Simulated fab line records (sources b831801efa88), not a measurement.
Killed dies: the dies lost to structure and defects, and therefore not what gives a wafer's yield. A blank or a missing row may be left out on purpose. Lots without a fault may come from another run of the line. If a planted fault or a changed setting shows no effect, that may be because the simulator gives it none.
A lot that was struck, set against a sound lot | flow sky130 | 15 out of 708 route steps
Sound: the wafers L156.1, L156.3, L156.6. Wafers struck: L165.1, L165.4, L165.5. At the end, the cause is stated.
Each step with rows lists, per side, the tool, then ch with its chambers, then its first start. Under that, the readings that differ: sound wafers | struck wafers | difference of the means | sigmas: that difference in standard deviations of wafers without a fault.
alike: readings with means less than 2 such deviations apart, plus words and numbers identical on both sides. not compared: withheld readings, readings lacking a value on some wafer, bounds such as >300 that could conceal the same value, and numbers that have no deviation in the record and whose values overlap.
Wherever a step has rows on one side only, a row that says differs or no value, or a row with sigmas, the two part there. Numbers that have no deviation but don't overlap get no sigmas and don't part them. Lack of a reading on every wafer of one side parts them only where that side has two or more wafers.

SKY_RES_PROTECT_STRIP_07: strips in O2/N2.
  sound on plasma_asher-01 ch 0,1, day 17 00:23; struck on plasma_asher-01 ch 0,1, day 20 04:31
  alike: drypump_motor_current_A, oes_product_au, strip_time_to_endpoint_s
  not compared: rf_hours_counter_h
SKY_RES_PROTECT_TW_MEAS_08:
  sound on film_metro-01 at day 17 00:29; struck on film_metro-03 at day 20 04:37
  alike: POLY_GATE_TW
then, 2 steps without rows for these wafers: SKY_RES_PROTECT_CLEAN_09 (cleans in SC1/SC2, time 150 s); SKY_POLY_GATE_CVD_03 (deposits Si3N4 from DCS/NH3, target thk 75 nm, time 1290 s).
SKY_POLY_GATE_THK_MEAS_04:
  sound on film_metro-01 at day 17 07:26; struck on film_metro-02 at day 20 06:05
  alike: POLY_GATE_CVD_03_THK
then, 7 steps without rows for these wafers: SKY_POLY_GATE_DEHYDRATE_05 (time 60 s); SKY_POLY_GATE_HMDS_06 (prime time 60 s); SKY_POLY_GATE_COAT_07 (resist thk 110 nm); SKY_POLY_GATE_COAT_08 (resist thk 450 nm); SKY_POLY_GATE_SOFTBAKE_09 (time 90 s); SKY_POLY_GATE_EXPOSE_10 (exposes mask P1M, target cd 150 nm); SKY_POLY_GATE_PEB_11.
SKY_POLY_GATE_DEVELOP_12: develop time 60 s.
  sound on litho_track-04 ch 0, day 18 12:00; struck on litho_track-03 ch 0, day 21 11:00
  reading              | sound             | struck            | difference | sigmas
  developer_temp_C (C) | 21.04 21.13 21.15 | 18.81 19.02 18.77 | -2.24      | -22
SKY_POLY_GATE_CD_MEAS_13: target cd 150 nm.
  sound on cd_sem-02 at day 18 12:49; struck on cd_sem-01 at day 21 12:05
  alike: cd_nm
-- a jump in the record: the struck wafers' starts before and after are 28 days apart (it breaks off in module POLY_GATE and resumes in module PAD_OPEN, where the first step shown is number 708 of the route) --
SKY_PAD_OPEN_PROBE_99:
  sound on prober-01 at day 47 07:06; struck on prober-01 at day 49 06:46
  alike: killed_at_M0_to_M3, killed_at_M4_up, killed_at_contacts, killed_at_front_end, killed_at_other, killed_dies, killed_open, killed_short

WHERE THEY PART
Only at SKY_POLY_GATE_DEVELOP_12, within this record. Later steps at which nothing parts them and some readings are alike: SKY_POLY_GATE_CD_MEAS_13, SKY_PAD_OPEN_PROBE_99.

WHY: the cause the simulator had injected
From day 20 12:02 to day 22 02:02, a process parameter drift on litho_track-03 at SKY_POLY_GATE_DEVELOP_12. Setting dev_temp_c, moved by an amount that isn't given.
